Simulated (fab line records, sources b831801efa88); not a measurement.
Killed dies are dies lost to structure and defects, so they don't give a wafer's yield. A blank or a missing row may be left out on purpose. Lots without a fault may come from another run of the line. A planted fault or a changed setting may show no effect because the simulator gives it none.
Chamber matching | flow sfq_line | SFQ_TRILAYER_I2_CMP_CMP_064 on cmp-02: 4 sister chambers
The step polishes SiO2. 7 wafers are shown with their chamber, then 7 later ones without.

WAFERS WITH THEIR CHAMBER
wafer  | chamber | motor_current_A (A) | time_to_endpoint_s (s)
L142.4 | 2       | 8.3                 | 204
L146.6 | 1       | 9.7                 | 203
L147.2 | 3       | 11.4                | 210
L147.1 | 2       | 8.5                 | 197
L147.5 | 0       | 9.9                 | 210
L150.2 | 1       | 9.8                 | 205
L150.3 | 0       | 9.2                 | 218

WAFERS WITHOUT THEIR CHAMBER
wafer  | motor_current_A (A) | time_to_endpoint_s (s)
L150.5 | 9.9                 | 224
L153.3 | 11.3                | 199
L153.2 | 9.4                 | 211
L153.4 | 8.2                 | 204
L159.1 | 11.6                | 200
L159.5 | 9.8                 | 217
L159.6 | 11.2                | 217

WHICH CHAMBER EACH WENT THROUGH
wafer  | from the rows above     | in truth
L150.5 | 0                       | 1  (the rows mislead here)
L153.3 | 3                       | 3
L153.2 | can't be placed: 0 or 1 | 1
L153.4 | 2                       | 2
L159.1 | 3                       | 3
L159.5 | can't be placed: 0 or 1 | 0
L159.6 | 3                       | 3
Placed correctly: 4 of 7. Can't be placed from these rows: 2 (the true chamber is among the candidates in 2). Placed wrongly: 1.
How it was worked out, from the rows above alone: a wafer's distance from a chamber is the root of the sum, over the readings, of the square of ((its reading less the chamber's mean) divided by the reading's scatter). The wafer belongs to the nearest chamber; if the next one is less than 2 further off, it can't be placed. A chamber's mean is the mean of its shown wafers. The scatter: the root of (the sum of the squares of (reading less its chamber's mean) over the shown wafers, divided by (wafers less chambers)).
